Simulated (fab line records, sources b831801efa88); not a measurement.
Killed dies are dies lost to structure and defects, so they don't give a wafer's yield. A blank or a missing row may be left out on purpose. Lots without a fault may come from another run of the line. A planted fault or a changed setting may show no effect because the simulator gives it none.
Problem report in the 8D (eight disciplines) form, filled by code | flow sfq_line | the parts of the form that need people (team, actions taken, sign-off) are left out

1. THE PROBLEM
M6_NB_RS at SFQ_M6_RS_MEAS_938 reads a mean of 0.463 ohm/sq on 3 wafers of 2 lots; wafers without a fault read 0.896 ohm/sq with a standard deviation of 0.0086. That is -50 standard deviations from the usual mean.
The step: measures by four-point-probe.
First seen on wafer L491.1, day 75 23:35, on film_metro-03. The record holds 42 wafers of 14 lots with a number at this step. Rule for "out", or "out of limits": more than 4 standard deviations from the usual mean. The other wafers with a number count as sound.

2. WHAT IT IS AND WHAT IT IS NOT
question                    | is                     | is not
which readings at this step | M6_NB_RS               | -
which lots                  | L491, L494             | L478, L479, L480, L481, L482, L483, L484, L486, L490, L492, L496, L501
which wafers of those lots  | L491.1, L491.4, L494.4 | L491.2, L494.3, L494.5
read on which gauges        | film_metro-03          | film_metro-02, film_metro-04
when                        | from day 75 23:35      | up to then (28 sound wafers); but 11 sound wafers of L492, L494, L496, L501 came after

3. SUSPECTS, AND WHAT RULES EACH OUT
Counting: a tool at a process step up to the reading stays a suspect if it ran every lot that is out. Sound lots after the first of them don't rule it out here, since some wafers of a struck lot are sound.
- the gauge at SFQ_M6_RS_MEAS_938: ruled out. All the wafers that are out were read on film_metro-03, but those of them that SFQ_TRILAYER_M6_ETCH_METAL_ETCH_162 has rows for are out there too, on other tools.
- rie_metal-02 at SFQ_TRILAYER_I2_VIA_STRIP_STRIP_071 (strips in O2): kept. It ran every lot that is out, first L491 (day 44 15:49); its last sound lot up to then is L486 (day 43 14:48).
- rie_metal-01 at SFQ_TRILAYER_M3_BARC_OPEN_METAL_ETCH_100 (etches BARC in O2, target depth 125 nm, time 41.7 s): kept. It ran every lot that is out, first L491 (day 50 00:50); its last sound lot up to then is L482 (day 41 11:41).
- pvd_sputter-05 at SFQ_TRILAYER_M6_DEP_SPUTTER_157 (material Nb, target thk 200 nm, time 133.3 s): kept. It ran every lot that is out, first L491 (day 75 23:29); its last sound lot up to then is L484 (day 74 21:05).
Left after counting: rie_metal-02 at SFQ_TRILAYER_I2_VIA_STRIP_STRIP_071, rie_metal-01 at SFQ_TRILAYER_M3_BARC_OPEN_METAL_ETCH_100, pvd_sputter-05 at SFQ_TRILAYER_M6_DEP_SPUTTER_157.

4. THE CAUSE (what the simulator had put in)
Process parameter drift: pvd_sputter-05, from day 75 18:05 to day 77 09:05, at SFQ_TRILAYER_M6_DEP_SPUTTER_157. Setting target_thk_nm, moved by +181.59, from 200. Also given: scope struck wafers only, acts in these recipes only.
Counting left 3 suspects, and this tool is among them.

5. THE CHAIN OF EFFECTS, in route order
Each row: a reading whose mean over the struck wafers that have a number lies more than 3 standard deviations from the usual. Only readings for which the record gives a usual standard deviation are gone through. hours: the time from each lot's start at the first step in this table that gives one to its start at this step, as a median over the lots. sigmas: the change in usual standard deviations.
hours | step                                | reading        | usual        | on struck wafers | change | sigmas
0     | SFQ_M6_RS_MEAS_938                  | M6_NB_RS       | 0.896 ohm/sq | 0.463            | -0.433 | -50
47    | SFQ_TRILAYER_M6_ETCH_METAL_ETCH_162 | oes_product_au | 0.891 a.u.   | 0.997            | +0.106 | +16
The process steps in it:
- SFQ_TRILAYER_M6_ETCH_METAL_ETCH_162: etches Nb in Cl2/Ar, stops on SiO2, target depth 240 nm, time 120 s.

6. WHAT WOULD HAVE CAUGHT IT SOONER
In this record the first reading out of limits at a measuring or inspecting step was taken at day 75 23:35, 5 hours after the fault began at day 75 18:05.
Of the tool readings at SFQ_TRILAYER_M6_DEP_SPUTTER_157 for which the record gives a usual standard deviation, none was out on any struck wafer, so an alarm limit of 4 standard deviations on them would not have fired.
Of the lots that are out (2), L494 began SFQ_TRILAYER_M6_DEP_SPUTTER_157 on pvd_sputter-05 after day 75 23:35. A hold on the tool at that time would have spared it.
